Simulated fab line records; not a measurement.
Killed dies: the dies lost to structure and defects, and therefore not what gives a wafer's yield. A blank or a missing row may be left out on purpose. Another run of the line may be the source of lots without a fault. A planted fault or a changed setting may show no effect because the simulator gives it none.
Problem report, 8D (eight disciplines) form, completed by code ; flow sky130 ; the parts of the form that need people (team, actions taken, sign-off) are left out

## 1. THE ISSUE
Wafers without a fault read 0.855 a.u., standard deviation 0.0049; oes-product-au at SKY_VIA2_ETCH_14 reads a mean of 0.928 a.u. on 4 wafers belonging to 3 lots. That is +15 standard deviations from the usual mean.
The step: etches BARC in N2/H2, stops on SiO2, time 45.9 s, target depth 60 nm.
First observed at day 38 22:46: wafer L964.1, on rie-diel-02. The record has a number at this step for 43 wafers belonging to 15 lots. By rule, "out" or "out of limits" means more than 4 standard deviations away from the usual mean. All remaining wafers that have a number are taken as sound.

## 2. WHAT THIS IS AND IS NOT
question;is;is not
which readings at this step;oes-product-au, run-length-s;drypump-motor-current-A, throttle-valve-pct
which lots;L964, L965, L966;L957, L958, L959, L960, L961, L972, L974, L975, L976, L977, L978, L979
which wafers of those lots;L964.1, L964.5, L965.5, L966.1;L964.4, L965.4, L966.4
read on which tools;rie-diel-02;rie-diel-03, rie-diel-04
when;from day 38 22:46;"up to then (16 sound wafers); but 23 sound wafers of L965, L966, L972, L974, L975, L976, L977, L978, L979 came after"

## 3. WHAT RULES OUT EACH SUSPECT
Counting: any tool at a process step up to the reading remains a suspect provided it ran every lot that is out. Sound lots after the first of them don't rule it out here, since some wafers of a struck lot are sound.
- rie-diel-02 at SKY_VIA2_ETCH_14 (etches BARC in N2/H2, stops on SiO2, time 45.9 s, target depth 60 nm): kept. Ran every lot that is out, first one L964 (day 38 22:46); last sound lot up to then L961 (day 38 04:50). On those wafers its own readings are out: oes-product-au, run-length-s.
Remaining after the count: rie-diel-02 at SKY_VIA2_ETCH_14.

## 4. THE CAUSE (what the simulator had put in)
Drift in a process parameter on rie-diel-02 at SKY_VIA2_ETCH_14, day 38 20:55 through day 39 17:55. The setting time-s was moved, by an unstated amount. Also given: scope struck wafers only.
Counting left only this tool.

## 5. THE EFFECT CHAIN, in route order
Rows list readings where the struck wafers' mean (over those with a number) sits beyond 3 standard deviations from the usual. Scope: only readings with a usual standard deviation given in the record; hours: median across lots of the time from each lot's start at the first step in this table that gives one to its start at this step; sigmas: change in usual standard deviations.
hours;step;reading;usual;on struck wafers;change;sigmas
0;SKY_VIA2_ETCH_14;oes-product-au;0.855 a.u.;0.928;+0.073;+15
0;SKY_VIA2_ETCH_14;run-length-s;74.3 s;70.7;-3.6;-7.2
It contains these process steps:
- SKY_VIA2_ETCH_14: etches BARC in N2/H2, stops on SiO2, time 45.9 s, target depth 60 nm.

## 6. HOW IT WOULD HAVE BEEN CAUGHT EARLIER
2 hours passed between the start of the fault at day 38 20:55 and the first reading out of limits in this record, taken at day 38 22:46.
